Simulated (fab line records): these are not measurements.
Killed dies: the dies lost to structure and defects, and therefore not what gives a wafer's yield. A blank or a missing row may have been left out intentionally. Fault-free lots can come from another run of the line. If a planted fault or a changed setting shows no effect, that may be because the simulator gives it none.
Chamber matching -- flow gf180mcu -- pecvd-02 running GF_V4_CVD_02: 3 sister chambers
The step deposits SiO2 from TEOS, target thk 850 nm, time 94.851 s. 22 wafers are shown with their chamber, then 11 later ones without.

== WAFERS, EACH WITH ITS CHAMBER ==
wafer,chamber,heater power w (W)
L075.1,1,445
L075.2,0,479
L075.3,2,548
L079.2,1,398
L079.5,1,433
L079.6,0,590
L080.1,1,406
L080.2,0,545
L080.4,1,429
L082.1,2,580
L082.4,0,466
L082.5,1,422
L083.1,1,354
L083.4,2,583
L083.6,1,392
L086.1,1,368
L086.3,0,517
L086.4,0,558
L087.1,2,532
L087.2,0,512
L087.6,2,585
L088.1,0,501

SIGNATURES (means of the wafers above)
reading,chamber 0,chamber 1,chamber 2,scatter within a chamber
heater power w,521.00,405.22,565.60,33.8
Rule: for a wafer and a chamber, the distance is found by dividing, reading by reading, the gap between the wafer's reading and the chamber's mean by the reading's scatter, squaring, summing and taking the root. If the next closest chamber is less than 2 further off than the closest, the wafer can't be placed; otherwise it belongs to the closest. The scatter: take each reading less its chamber's mean, square it, sum over the shown wafers, divide by the number of wafers less the number of chambers, and take the root.

== WAFERS WITHOUT THEIR CHAMBER ==
wafer,heater power w (W)
L088.2,529
L088.5,551
L089.2,582
L089.5,580
L089.6,464
L091.3,585
L091.4,467
L091.6,416
L094.2,378
L094.4,565
L094.6,416

== EACH ONE'S CHAMBER ==
wafer,from the rows above,in truth
L088.2,can't be placed: 0 or 2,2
L088.5,can't be placed: 2 or 0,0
L089.2,can't be placed: 2 or 0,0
L089.5,can't be placed: 2 or 0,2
L089.6,can't be placed: 0 or 1 or 2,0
L091.3,can't be placed: 2 or 0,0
L091.4,can't be placed: 0 or 1 or 2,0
L091.6,1,1
L094.2,1,1
L094.4,can't be placed: 2 or 0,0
L094.6,1,1
Correct placement for 3 of the 11. Unplaceable from these rows: 8, with the true chamber sitting among the candidates in 8. Wrongly placed: 0.
